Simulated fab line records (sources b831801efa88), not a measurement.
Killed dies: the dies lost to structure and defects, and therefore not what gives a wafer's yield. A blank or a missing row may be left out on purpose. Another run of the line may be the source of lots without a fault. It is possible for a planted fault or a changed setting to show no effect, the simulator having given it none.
A sampling plan put to the test :: flow gf180mcu :: one line in one fab, 54 faults in these records, each fault weighed on the records of the lots it struck
Plan = the line's own looks (route steps where a gauge or an inspection reads the wafer without altering it). Where struck wafers have a number at a look and the file lists that look's usual mean and standard deviation on fault-free wafers, the look can be judged. Caught: a look later than the fault's first step finds the struck wafers' mean 4 or more of those standard deviations (sigma) from the usual mean. On the tool: the same test on the tool's own readings at the fault's steps. Another recipe on the struck wafers, or a record that is blank for them alone, also counts as caught.

THE FAULTS, as the simulator had put them in
1. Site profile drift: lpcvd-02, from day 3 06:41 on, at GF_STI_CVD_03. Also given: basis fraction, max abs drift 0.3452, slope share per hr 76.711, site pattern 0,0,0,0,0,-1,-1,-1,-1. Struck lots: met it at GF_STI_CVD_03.
2. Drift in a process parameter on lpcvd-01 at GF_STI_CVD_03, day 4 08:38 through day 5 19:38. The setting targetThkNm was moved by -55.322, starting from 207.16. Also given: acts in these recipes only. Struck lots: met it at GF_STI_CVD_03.
3. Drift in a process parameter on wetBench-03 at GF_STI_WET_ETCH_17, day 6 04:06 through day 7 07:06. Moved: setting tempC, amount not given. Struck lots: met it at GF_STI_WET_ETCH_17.
4. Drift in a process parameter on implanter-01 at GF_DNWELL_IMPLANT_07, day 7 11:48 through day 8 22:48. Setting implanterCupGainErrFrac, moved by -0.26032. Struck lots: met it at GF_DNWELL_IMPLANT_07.
5. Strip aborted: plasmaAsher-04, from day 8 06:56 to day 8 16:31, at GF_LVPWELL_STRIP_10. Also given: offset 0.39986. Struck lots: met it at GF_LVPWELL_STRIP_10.
6. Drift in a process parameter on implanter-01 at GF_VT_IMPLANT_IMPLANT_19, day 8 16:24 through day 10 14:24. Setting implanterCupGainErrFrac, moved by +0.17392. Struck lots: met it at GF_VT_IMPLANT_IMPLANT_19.
7. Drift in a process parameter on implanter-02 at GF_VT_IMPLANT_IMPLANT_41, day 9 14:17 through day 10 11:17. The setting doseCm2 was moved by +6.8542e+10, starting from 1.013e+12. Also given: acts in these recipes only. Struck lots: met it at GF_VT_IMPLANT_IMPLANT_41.
8. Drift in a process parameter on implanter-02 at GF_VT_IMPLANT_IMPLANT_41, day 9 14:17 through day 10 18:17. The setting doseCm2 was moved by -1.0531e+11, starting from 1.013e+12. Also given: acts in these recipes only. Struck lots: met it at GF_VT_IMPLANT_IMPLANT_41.
9. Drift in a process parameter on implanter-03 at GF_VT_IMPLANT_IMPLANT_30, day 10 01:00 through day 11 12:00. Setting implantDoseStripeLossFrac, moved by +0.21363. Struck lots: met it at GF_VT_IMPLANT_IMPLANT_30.
10. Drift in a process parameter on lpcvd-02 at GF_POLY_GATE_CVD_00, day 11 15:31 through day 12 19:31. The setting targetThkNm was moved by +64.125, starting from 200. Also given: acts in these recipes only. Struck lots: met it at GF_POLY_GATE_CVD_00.
11. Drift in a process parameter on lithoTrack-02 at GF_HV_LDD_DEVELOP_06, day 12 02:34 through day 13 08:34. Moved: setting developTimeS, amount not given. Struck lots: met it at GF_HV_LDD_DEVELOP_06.
12. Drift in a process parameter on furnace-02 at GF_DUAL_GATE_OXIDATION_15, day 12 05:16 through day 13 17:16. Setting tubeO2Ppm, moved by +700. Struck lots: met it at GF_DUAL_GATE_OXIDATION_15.
13. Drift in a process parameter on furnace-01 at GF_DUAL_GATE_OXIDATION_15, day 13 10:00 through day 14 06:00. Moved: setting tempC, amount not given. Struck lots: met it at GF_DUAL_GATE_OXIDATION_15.
14. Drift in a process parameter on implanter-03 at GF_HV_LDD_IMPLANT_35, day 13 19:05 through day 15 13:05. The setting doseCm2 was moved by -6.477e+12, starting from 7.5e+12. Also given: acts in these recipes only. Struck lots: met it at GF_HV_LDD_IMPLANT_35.
15. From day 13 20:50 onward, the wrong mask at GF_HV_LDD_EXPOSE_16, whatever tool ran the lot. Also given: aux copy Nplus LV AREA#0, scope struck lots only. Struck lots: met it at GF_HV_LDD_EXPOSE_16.
16. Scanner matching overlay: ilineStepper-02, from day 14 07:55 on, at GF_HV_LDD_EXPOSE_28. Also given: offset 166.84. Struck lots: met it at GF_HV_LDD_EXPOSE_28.
17. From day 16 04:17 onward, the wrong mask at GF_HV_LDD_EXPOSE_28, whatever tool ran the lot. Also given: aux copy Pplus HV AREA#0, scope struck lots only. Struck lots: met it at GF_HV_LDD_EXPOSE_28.
18. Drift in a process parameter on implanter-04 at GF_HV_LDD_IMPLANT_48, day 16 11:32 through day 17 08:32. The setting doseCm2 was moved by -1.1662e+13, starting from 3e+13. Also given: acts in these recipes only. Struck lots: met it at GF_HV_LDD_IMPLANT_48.
19. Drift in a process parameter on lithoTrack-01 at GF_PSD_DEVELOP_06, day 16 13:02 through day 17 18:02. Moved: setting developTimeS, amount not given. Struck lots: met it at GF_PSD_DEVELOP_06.
20. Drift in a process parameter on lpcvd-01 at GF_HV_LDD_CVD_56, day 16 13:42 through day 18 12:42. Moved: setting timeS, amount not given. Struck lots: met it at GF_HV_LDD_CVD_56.
21. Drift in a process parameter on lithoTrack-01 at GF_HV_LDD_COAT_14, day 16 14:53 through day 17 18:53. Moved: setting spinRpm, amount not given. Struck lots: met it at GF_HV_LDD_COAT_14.
22. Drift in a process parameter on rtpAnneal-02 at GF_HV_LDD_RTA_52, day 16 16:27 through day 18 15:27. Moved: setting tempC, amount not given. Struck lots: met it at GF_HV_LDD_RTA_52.
23. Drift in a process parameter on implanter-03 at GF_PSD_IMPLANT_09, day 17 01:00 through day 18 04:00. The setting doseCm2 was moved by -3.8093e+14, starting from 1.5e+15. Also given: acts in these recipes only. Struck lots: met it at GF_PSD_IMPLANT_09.
24. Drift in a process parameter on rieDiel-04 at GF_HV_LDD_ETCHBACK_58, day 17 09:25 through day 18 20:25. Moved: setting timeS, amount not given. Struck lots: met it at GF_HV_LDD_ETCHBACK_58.
25. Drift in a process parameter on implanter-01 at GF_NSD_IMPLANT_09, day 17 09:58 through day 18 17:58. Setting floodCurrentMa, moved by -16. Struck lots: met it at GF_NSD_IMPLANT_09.
26. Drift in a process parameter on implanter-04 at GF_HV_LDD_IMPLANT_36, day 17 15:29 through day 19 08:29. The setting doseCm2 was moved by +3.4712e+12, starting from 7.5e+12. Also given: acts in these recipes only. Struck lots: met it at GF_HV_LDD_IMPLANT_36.
27. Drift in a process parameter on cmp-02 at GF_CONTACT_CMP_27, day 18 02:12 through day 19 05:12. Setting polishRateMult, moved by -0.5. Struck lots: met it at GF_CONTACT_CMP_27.
28. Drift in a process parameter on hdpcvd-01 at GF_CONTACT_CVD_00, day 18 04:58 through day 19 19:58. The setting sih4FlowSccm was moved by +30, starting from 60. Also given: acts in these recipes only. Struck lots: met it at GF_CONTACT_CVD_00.
29. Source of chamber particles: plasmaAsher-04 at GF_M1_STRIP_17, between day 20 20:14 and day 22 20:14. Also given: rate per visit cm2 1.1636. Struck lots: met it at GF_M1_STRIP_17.
30. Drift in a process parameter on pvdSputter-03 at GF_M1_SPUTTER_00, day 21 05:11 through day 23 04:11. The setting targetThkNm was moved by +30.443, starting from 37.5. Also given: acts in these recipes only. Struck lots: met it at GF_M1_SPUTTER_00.
31. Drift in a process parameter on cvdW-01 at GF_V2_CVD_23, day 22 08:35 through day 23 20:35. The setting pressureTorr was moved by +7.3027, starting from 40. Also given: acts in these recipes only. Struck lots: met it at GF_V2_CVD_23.
32. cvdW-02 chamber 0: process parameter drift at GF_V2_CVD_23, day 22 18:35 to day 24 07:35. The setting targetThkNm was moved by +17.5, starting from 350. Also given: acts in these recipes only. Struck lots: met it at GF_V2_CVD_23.
33. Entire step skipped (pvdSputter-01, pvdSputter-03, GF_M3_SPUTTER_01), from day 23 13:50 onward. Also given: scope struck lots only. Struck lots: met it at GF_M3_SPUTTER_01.
34. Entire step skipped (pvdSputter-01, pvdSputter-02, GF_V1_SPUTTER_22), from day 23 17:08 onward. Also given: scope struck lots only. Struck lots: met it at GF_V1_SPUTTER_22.
35. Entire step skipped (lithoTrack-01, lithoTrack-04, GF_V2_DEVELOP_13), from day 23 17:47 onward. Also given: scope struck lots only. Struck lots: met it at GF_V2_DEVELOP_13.
36. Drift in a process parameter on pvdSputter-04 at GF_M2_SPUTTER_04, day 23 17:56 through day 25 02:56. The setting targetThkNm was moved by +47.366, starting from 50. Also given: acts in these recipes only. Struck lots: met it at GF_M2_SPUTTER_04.
37. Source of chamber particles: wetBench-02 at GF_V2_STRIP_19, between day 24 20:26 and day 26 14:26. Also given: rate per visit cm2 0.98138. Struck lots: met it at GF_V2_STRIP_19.
38. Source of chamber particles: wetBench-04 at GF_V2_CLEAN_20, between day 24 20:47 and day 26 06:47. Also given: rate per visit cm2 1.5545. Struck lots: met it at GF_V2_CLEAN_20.
39. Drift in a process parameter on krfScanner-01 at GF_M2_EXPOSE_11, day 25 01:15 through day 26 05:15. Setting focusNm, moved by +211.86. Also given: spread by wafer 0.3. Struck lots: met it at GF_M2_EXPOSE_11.
40. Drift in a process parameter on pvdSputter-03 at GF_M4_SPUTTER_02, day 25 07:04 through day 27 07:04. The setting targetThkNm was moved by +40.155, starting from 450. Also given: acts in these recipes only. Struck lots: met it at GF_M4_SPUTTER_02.
41. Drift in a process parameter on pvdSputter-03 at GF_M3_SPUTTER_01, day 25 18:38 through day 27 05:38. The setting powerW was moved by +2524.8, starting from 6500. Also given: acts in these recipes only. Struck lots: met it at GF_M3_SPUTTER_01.
42. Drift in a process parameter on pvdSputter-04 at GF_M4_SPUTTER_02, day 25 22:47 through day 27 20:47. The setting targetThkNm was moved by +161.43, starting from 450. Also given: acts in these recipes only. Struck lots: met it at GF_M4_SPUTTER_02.
43. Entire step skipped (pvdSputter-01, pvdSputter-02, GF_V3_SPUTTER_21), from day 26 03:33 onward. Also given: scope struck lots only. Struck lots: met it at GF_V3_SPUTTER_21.
44. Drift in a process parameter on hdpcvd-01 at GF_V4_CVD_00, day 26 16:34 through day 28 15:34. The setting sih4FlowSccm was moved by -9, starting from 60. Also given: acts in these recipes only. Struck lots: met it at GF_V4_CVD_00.
45. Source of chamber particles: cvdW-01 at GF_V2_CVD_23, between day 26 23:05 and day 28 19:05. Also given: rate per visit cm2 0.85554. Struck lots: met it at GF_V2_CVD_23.
46. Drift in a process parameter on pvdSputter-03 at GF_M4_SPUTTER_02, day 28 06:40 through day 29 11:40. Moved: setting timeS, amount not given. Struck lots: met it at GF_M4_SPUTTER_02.
47. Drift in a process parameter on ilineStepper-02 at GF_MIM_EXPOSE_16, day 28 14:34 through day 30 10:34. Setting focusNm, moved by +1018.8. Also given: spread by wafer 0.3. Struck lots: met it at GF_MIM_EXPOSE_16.
48. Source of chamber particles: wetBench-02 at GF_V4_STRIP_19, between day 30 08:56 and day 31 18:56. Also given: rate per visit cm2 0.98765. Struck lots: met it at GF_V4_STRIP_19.
49. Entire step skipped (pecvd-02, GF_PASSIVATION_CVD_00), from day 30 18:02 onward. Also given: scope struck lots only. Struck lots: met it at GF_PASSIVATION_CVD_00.
50. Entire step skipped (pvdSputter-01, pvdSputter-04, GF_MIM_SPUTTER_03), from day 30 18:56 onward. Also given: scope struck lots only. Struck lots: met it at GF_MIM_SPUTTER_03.
51. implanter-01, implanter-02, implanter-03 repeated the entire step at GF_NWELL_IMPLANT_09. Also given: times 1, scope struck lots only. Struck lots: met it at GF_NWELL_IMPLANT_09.
52. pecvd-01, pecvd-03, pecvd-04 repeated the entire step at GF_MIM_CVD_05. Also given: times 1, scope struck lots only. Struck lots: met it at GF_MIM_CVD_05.
53. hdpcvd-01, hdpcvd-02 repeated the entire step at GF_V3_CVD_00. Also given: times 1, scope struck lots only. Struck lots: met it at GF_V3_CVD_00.
54. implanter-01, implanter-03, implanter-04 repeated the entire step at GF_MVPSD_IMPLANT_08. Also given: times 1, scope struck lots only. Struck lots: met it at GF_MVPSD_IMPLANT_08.

WHAT THE PLAN SAW
fault: 1
on the tool itself: under 2 sigma
first look that catches it: GF_STI_THK_MEAS_04
reading, sigma: STI_CVD_03_THK -15
median hours from its first step to that look: 2.0
hours from the fault's start to the first struck lot there: 9
judged looks passed uncaught: 0

fault: 2
on the tool itself: no reading that can be judged
first look that catches it: GF_STI_THK_MEAS_04
reading, sigma: STI_CVD_03_THK -26
median hours from its first step to that look: 2.0
hours from the fault's start to the first struck lot there: 5
judged looks passed uncaught: 0

fault: 3
on the tool itself: tempC -23 sigma
first look that catches it: none of the 2 looks that can be judged after it
reading, sigma: -
median hours from its first step to that look: -
hours from the fault's start to the first struck lot there: -
judged looks passed uncaught: 2

fault: 4
on the tool itself: beamOnS +17 sigma
first look that catches it: GF_DNWELL_TW_MEAS_09
reading, sigma: DNWELL_TW +9.1
median hours from its first step to that look: 0.2
hours from the fault's start to the first struck lot there: 6
judged looks passed uncaught: 0

fault: 5
on the tool itself: oesProductAu +58 sigma
first look that catches it: GF_MVSD_TW_MEAS_11
reading, sigma: MVSD_TW -4.8
median hours from its first step to that look: 17.8
hours from the fault's start to the first struck lot there: 27
judged looks passed uncaught: 0

fault: 6
on the tool itself: faradayCurrentUA +8.0 sigma
first look that catches it: GF_VT_IMPLANT_TW_MEAS_21
reading, sigma: VT_IMPLANT_2_TW -8.2
median hours from its first step to that look: 0.2
hours from the fault's start to the first struck lot there: 15
judged looks passed uncaught: 0

fault: 7
on the tool itself: doseIonsCm2 +73 sigma
first look that catches it: GF_VT_IMPLANT_TW_MEAS_43
reading, sigma: VT_IMPLANT_4_TW +4.1
median hours from its first step to that look: 0.2
hours from the fault's start to the first struck lot there: 2
judged looks passed uncaught: 0

fault: 8
on the tool itself: doseIonsCm2 -99 or beyond sigma
first look that catches it: GF_VT_IMPLANT_TW_MEAS_43
reading, sigma: VT_IMPLANT_4_TW -6.0
median hours from its first step to that look: 0.2
hours from the fault's start to the first struck lot there: 2
judged looks passed uncaught: 0

fault: 9
on the tool itself: under 2 sigma
first look that catches it: none of the 8 looks that can be judged after it
reading, sigma: strongest: VT_IMPLANT_3_TW at GF_VT_IMPLANT_TW_MEAS_32, -2.0
median hours from its first step to that look: -
hours from the fault's start to the first struck lot there: -
judged looks passed uncaught: 8

fault: 10
on the tool itself: no reading that can be judged
first look that catches it: GF_POLY_GATE_THK_MEAS_01
reading, sigma: POLY_GATE_CVD_00_THK +34
median hours from its first step to that look: 1.3
hours from the fault's start to the first struck lot there: 6
judged looks passed uncaught: 0

fault: 11
on the tool itself: no reading that can be judged
first look that catches it: GF_HV_LDD_CD_MEAS_07
reading, sigma: cdNm -56
median hours from its first step to that look: 0.2
hours from the fault's start to the first struck lot there: 10
judged looks passed uncaught: 0

fault: 12
on the tool itself: under 2 sigma
first look that catches it: no look after it can be judged
reading, sigma: -
median hours from its first step to that look: -
hours from the fault's start to the first struck lot there: -
judged looks passed uncaught: 0

fault: 13
on the tool itself: tubeCenterTempC +66 sigma
first look that catches it: no look after it can be judged
reading, sigma: -
median hours from its first step to that look: -
hours from the fault's start to the first struck lot there: -
judged looks passed uncaught: 0

fault: 14
on the tool itself: doseIonsCm2 -99 or beyond sigma
first look that catches it: GF_HV_LDD_TW_MEAS_38
reading, sigma: HV_LDD_3_TW -17
median hours from its first step to that look: 0.4
hours from the fault's start to the first struck lot there: 11
judged looks passed uncaught: 0

fault: 15
on the tool itself: under 2 sigma
first look that catches it: GF_HV_LDD_TW_MEAS_23
reading, sigma: HV_LDD_2_TW -99 or beyond
median hours from its first step to that look: 10.2
hours from the fault's start to the first struck lot there: 14
judged looks passed uncaught: 0

fault: 16
on the tool itself: no reading that can be judged
first look that catches it: GF_HV_LDD_OVL_MEAS_32
reading, sigma: HV_LDD_02_OVL +99 or beyond
median hours from its first step to that look: 10.8
hours from the fault's start to the first struck lot there: 24
judged looks passed uncaught: 0

fault: 17
on the tool itself: no reading that can be judged
first look that catches it: GF_HV_LDD_TW_MEAS_38
reading, sigma: HV_LDD_3_TW -99 or beyond
median hours from its first step to that look: 12.2
hours from the fault's start to the first struck lot there: 16
judged looks passed uncaught: 0

fault: 18
on the tool itself: doseIonsCm2 -99 or beyond sigma
first look that catches it: GF_HV_LDD_TW_MEAS_50
reading, sigma: HV_LDD_4_TW -31
median hours from its first step to that look: 0.2
hours from the fault's start to the first struck lot there: 5
judged looks passed uncaught: 0

fault: 19
on the tool itself: no reading that can be judged
first look that catches it: GF_PSD_CD_MEAS_07
reading, sigma: cdNm +5.6
median hours from its first step to that look: 0.2
hours from the fault's start to the first struck lot there: 10
judged looks passed uncaught: 0

fault: 20
on the tool itself: no reading that can be judged
first look that catches it: GF_HV_LDD_THK_MEAS_57
reading, sigma: HV_LDD_CVD_56_THK -6.2
median hours from its first step to that look: 1.5
hours from the fault's start to the first struck lot there: 15
judged looks passed uncaught: 0

fault: 21
on the tool itself: spinSpeedRpm +96 sigma
first look that catches it: not the one look that can be judged after it
reading, sigma: -
median hours from its first step to that look: -
hours from the fault's start to the first struck lot there: -
judged looks passed uncaught: 1

fault: 22
on the tool itself: wafer_temp_C_max -92 sigma
first look that catches it: GF_HV_LDD_RS_MEAS_53
reading, sigma: HV_LDD_RS -4.3
median hours from its first step to that look: 0.1
hours from the fault's start to the first struck lot there: 10
judged looks passed uncaught: 0

fault: 23
on the tool itself: doseIonsCm2 -99 or beyond sigma
first look that catches it: GF_PSD_TW_MEAS_11
reading, sigma: PSD_TW -13
median hours from its first step to that look: 0.2
hours from the fault's start to the first struck lot there: 2
judged looks passed uncaught: 0

fault: 24
on the tool itself: runLengthS -79 sigma
first look that catches it: no look after it can be judged
reading, sigma: -
median hours from its first step to that look: -
hours from the fault's start to the first struck lot there: -
judged looks passed uncaught: 0

fault: 25
on the tool itself: no reading that can be judged
first look that catches it: none of the 8 looks that can be judged after it
reading, sigma: -
median hours from its first step to that look: -
hours from the fault's start to the first struck lot there: -
judged looks passed uncaught: 8

fault: 26
on the tool itself: doseIonsCm2 +99 or beyond sigma
first look that catches it: GF_HV_LDD_TW_MEAS_38
reading, sigma: HV_LDD_3_TW +7.1
median hours from its first step to that look: 0.2
hours from the fault's start to the first struck lot there: 4
judged looks passed uncaught: 0

fault: 27
on the tool itself: overpolishRunS -99 or beyond sigma
first look that catches it: no look after it can be judged
reading, sigma: -
median hours from its first step to that look: -
hours from the fault's start to the first struck lot there: -
judged looks passed uncaught: 0

fault: 28
on the tool itself: sih4FlowSccm +99 or beyond sigma
first look that catches it: GF_CONTACT_THK_MEAS_01
reading, sigma: CONTACT_CVD_00_THK +48
median hours from its first step to that look: 0.1
hours from the fault's start to the first struck lot there: 1
judged looks passed uncaught: 0

fault: 29
on the tool itself: under 2 sigma
first look that catches it: not the one look that can be judged after it
reading, sigma: -
median hours from its first step to that look: -
hours from the fault's start to the first struck lot there: -
judged looks passed uncaught: 1

fault: 30
on the tool itself: under 2 sigma
first look that catches it: no look after it can be judged
reading, sigma: -
median hours from its first step to that look: -
hours from the fault's start to the first struck lot there: -
judged looks passed uncaught: 0

fault: 31
on the tool itself: chamberPressureTorr +83 sigma
first look that catches it: GF_V2_RS_MEAS_24
reading, sigma: V2_W_RS -8.1
median hours from its first step to that look: 0.1
hours from the fault's start to the first struck lot there: 4
judged looks passed uncaught: 0

fault: 32
on the tool itself: under 2 sigma
first look that catches it: GF_V2_RS_MEAS_24
reading, sigma: V2_W_RS -5.8
median hours from its first step to that look: 0.1
hours from the fault's start to the first struck lot there: 13
judged looks passed uncaught: 0

fault: 33
on the tool itself: the tool's record is blank for the struck wafers
first look that catches it: no look after it can be judged
reading, sigma: -
median hours from its first step to that look: -
hours from the fault's start to the first struck lot there: -
judged looks passed uncaught: 0

fault: 34
on the tool itself: the tool's record is blank for the struck wafers
first look that catches it: no look after it can be judged
reading, sigma: -
median hours from its first step to that look: -
hours from the fault's start to the first struck lot there: -
judged looks passed uncaught: 0

fault: 35
on the tool itself: no reading that can be judged
first look that catches it: no look after it can be judged
reading, sigma: -
median hours from its first step to that look: -
hours from the fault's start to the first struck lot there: -
judged looks passed uncaught: 0

fault: 36
on the tool itself: under 2 sigma
first look that catches it: GF_M2_THK_MEAS_06
reading, sigma: M2_ALCU_THK -7.6
median hours from its first step to that look: 0.2
hours from the fault's start to the first struck lot there: 4
judged looks passed uncaught: 0

fault: 37
on the tool itself: under 2 sigma
first look that catches it: not the one look that can be judged after it
reading, sigma: -
median hours from its first step to that look: -
hours from the fault's start to the first struck lot there: -
judged looks passed uncaught: 1

fault: 38
on the tool itself: no reading that can be judged
first look that catches it: not the one look that can be judged after it
reading, sigma: -
median hours from its first step to that look: -
hours from the fault's start to the first struck lot there: -
judged looks passed uncaught: 1

fault: 39
on the tool itself: no reading that can be judged
first look that catches it: GF_M2_CD_MEAS_14
reading, sigma: cdNm -12
median hours from its first step to that look: 11.0
hours from the fault's start to the first struck lot there: 19
judged looks passed uncaught: 0

fault: 40
on the tool itself: under 2 sigma
first look that catches it: GF_M4_RS_MEAS_05
reading, sigma: M4_ALCU_RS -6.9
median hours from its first step to that look: 0.1
hours from the fault's start to the first struck lot there: 17
judged looks passed uncaught: 0

fault: 41
on the tool itself: cathodeDcPowerW +99 or beyond sigma
first look that catches it: no look after it can be judged
reading, sigma: -
median hours from its first step to that look: -
hours from the fault's start to the first struck lot there: -
judged looks passed uncaught: 0

fault: 42
on the tool itself: under 2 sigma
first look that catches it: GF_M4_RS_MEAS_05
reading, sigma: M4_ALCU_RS -23
median hours from its first step to that look: 0.1
hours from the fault's start to the first struck lot there: 10
judged looks passed uncaught: 0

fault: 43
on the tool itself: the tool's record is blank for the struck wafers
first look that catches it: no look after it can be judged
reading, sigma: -
median hours from its first step to that look: -
hours from the fault's start to the first struck lot there: -
judged looks passed uncaught: 0

fault: 44
on the tool itself: sih4FlowSccm -56 sigma
first look that catches it: GF_V4_THK_MEAS_01
reading, sigma: V4_CVD_00_THK -11
median hours from its first step to that look: 0.1
hours from the fault's start to the first struck lot there: 6
judged looks passed uncaught: 0

fault: 45
on the tool itself: under 2 sigma
first look that catches it: not the one look that can be judged after it
reading, sigma: -
median hours from its first step to that look: -
hours from the fault's start to the first struck lot there: -
judged looks passed uncaught: 1

fault: 46
on the tool itself: under 2 sigma
first look that catches it: GF_M4_RS_MEAS_05
reading, sigma: M4_ALCU_RS +7.3
median hours from its first step to that look: 0.1
hours from the fault's start to the first struck lot there: 11
judged looks passed uncaught: 0

fault: 47
on the tool itself: under 2 sigma
first look that catches it: no look after it can be judged
reading, sigma: -
median hours from its first step to that look: -
hours from the fault's start to the first struck lot there: -
judged looks passed uncaught: 0

fault: 48
on the tool itself: under 2 sigma
first look that catches it: not the one look that can be judged after it
reading, sigma: -
median hours from its first step to that look: -
hours from the fault's start to the first struck lot there: -
judged looks passed uncaught: 1

fault: 49
on the tool itself: the tool's record is blank for the struck wafers
first look that catches it: not the one look that can be judged after it
reading, sigma: strongest: PASSIVATION_BOW at GF_PASSIVATION_BOW_MEAS_14, -2.9
median hours from its first step to that look: -
hours from the fault's start to the first struck lot there: -
judged looks passed uncaught: 1

fault: 50
on the tool itself: the tool's record is blank for the struck wafers
first look that catches it: no look after it can be judged
reading, sigma: -
median hours from its first step to that look: -
hours from the fault's start to the first struck lot there: -
judged looks passed uncaught: 0

fault: 51
on the tool itself: no reading that can be judged
first look that catches it: GF_NWELL_TW_MEAS_11
reading, sigma: NWELL_TW +5.2
median hours from its first step to that look: 0.5
hours from the fault's start to the first struck lot there: -
judged looks passed uncaught: 0

fault: 52
on the tool itself: under 2 sigma
first look that catches it: GF_MIM_THK_MEAS_06
reading, sigma: MIM_CVD_05_THK +62
median hours from its first step to that look: 0.2
hours from the fault's start to the first struck lot there: -
judged looks passed uncaught: 0

fault: 53
on the tool itself: under 2 sigma
first look that catches it: GF_V3_THK_MEAS_01
reading, sigma: V3_CVD_00_THK +79
median hours from its first step to that look: 1.6
hours from the fault's start to the first struck lot there: -
judged looks passed uncaught: 0

fault: 54
on the tool itself: under 2 sigma
first look that catches it: GF_MVPSD_TW_MEAS_11
reading, sigma: MVPSD_TW +27
median hours from its first step to that look: 0.7
hours from the fault's start to the first struck lot there: -
judged looks passed uncaught: 0
A dash: the fault isn't caught, or these records don't give the number.

Caught at a look: 32 of 54. Caught on the tool: 24 of 54. By one or the other: 43 of 54.
Caught on the tool alone: faults 3, 13, 21, 24, 27, 33, 34, 41, 43, 49, 50.
Caught at a look alone: faults 1, 2, 10, 11, 15, 16, 17, 19, 20, 32, 36, 39, 40, 42, 46, 51, 52, 53, 54.
Caught by neither: faults 9, 12, 25, 29, 30, 35, 37, 38, 45, 47, 48.

THINNER SAMPLING
If the look that catches a fault measured only every second or every third lot, by lot number, the first struck lot would be measured this late in the worst case:
fault: 1
struck lots at that look, in order of time: L915, L917
every lot: 9 h
every second lot: may miss all 2
every third lot: may miss all 2

fault: 2
struck lots at that look, in order of time: L685, L687
every lot: 5 h
every second lot: may miss all 2
every third lot: may miss all 2

fault: 4
struck lots at that look, in order of time: L681, L682
every lot: 6 h
every second lot: 10 h
every third lot: may miss all 2

fault: 5
struck lots at that look, in order of time: L222
every lot: 27 h
every second lot: may miss it
every third lot: may miss it

fault: 6
struck lots at that look, in order of time: L825, L827
every lot: 15 h
every second lot: may miss all 2
every third lot: may miss all 2

fault: 7
struck lots at that look, in order of time: L817, L820
every lot: 2 h
every second lot: 20 h
every third lot: may miss all 2

fault: 8
struck lots at that look, in order of time: L127, L130
every lot: 2 h
every second lot: 20 h
every third lot: may miss all 2

fault: 10
struck lots at that look, in order of time: L439, L440
every lot: 6 h
every second lot: 13 h
every third lot: may miss all 2

fault: 11
struck lots at that look, in order of time: L706, L708
every lot: 10 h
every second lot: may miss all 2
every third lot: may miss all 2

fault: 14
struck lots at that look, in order of time: L968, L971
every lot: 11 h
every second lot: 29 h
every third lot: may miss all 2

fault: 15
struck lots at that look, in order of time: L681
every lot: 14 h
every second lot: may miss it
every third lot: may miss it

fault: 16
struck lots at that look, in order of time: L603, L605
every lot: 24 h
every second lot: may miss all 2
every third lot: may miss all 2

fault: 17
struck lots at that look, in order of time: L621
every lot: 16 h
every second lot: may miss it
every third lot: may miss it

fault: 18
struck lots at that look, in order of time: L804, L805
every lot: 5 h
every second lot: 14 h
every third lot: may miss all 2

fault: 19
struck lots at that look, in order of time: L761, L764
every lot: 10 h
every second lot: 24 h
every third lot: may miss all 2

fault: 20
struck lots at that look, in order of time: L844, L846
every lot: 15 h
every second lot: may miss all 2
every third lot: may miss all 2

fault: 22
struck lots at that look, in order of time: L182, L183
every lot: 10 h
every second lot: 19 h
every third lot: may miss all 2

fault: 23
struck lots at that look, in order of time: L301, L303
every lot: 2 h
every second lot: may miss all 2
every third lot: may miss all 2

fault: 26
struck lots at that look, in order of time: L275, L276, L277
every lot: 4 h
every second lot: 15 h
every third lot: 27 h

fault: 28
struck lots at that look, in order of time: L674, L677
every lot: 1 h
every second lot: 29 h
every third lot: may miss all 2

fault: 31
struck lots at that look, in order of time: L205, L208
every lot: 4 h
every second lot: 30 h
every third lot: may miss all 2

fault: 32
struck lots at that look, in order of time: L277, L278
every lot: 13 h
every second lot: 17 h
every third lot: may miss all 2

fault: 36
struck lots at that look, in order of time: L447, L448
every lot: 4 h
every second lot: 12 h
every third lot: may miss all 2

fault: 39
struck lots at that look, in order of time: L661, L660
every lot: 19 h
every second lot: 20 h
every third lot: may miss all 2

fault: 40
struck lots at that look, in order of time: L922, L924
every lot: 17 h
every second lot: may miss all 2
every third lot: may miss all 2

fault: 42
struck lots at that look, in order of time: L484, L487
every lot: 10 h
every second lot: 36 h
every third lot: may miss all 2

fault: 44
struck lots at that look, in order of time: L822, L825
every lot: 6 h
every second lot: 30 h
every third lot: may miss all 2

fault: 46
struck lots at that look, in order of time: L756, L759
every lot: 11 h
every second lot: 23 h
every third lot: may miss all 2
The hour figures run from when the fault began to the first measured lot among those it struck. 4 sigma limit: tested on the pooled struck wafers, so a lone lot may be under it. Other struck lots may not be in these records.

THE LONGEST TIMED WAY FROM STEP TO LOOK
Fault 5: the median time between GF_LVPWELL_STRIP_10 and GF_MVSD_TW_MEAS_11 is 17.8 hours. No look between them can be judged.
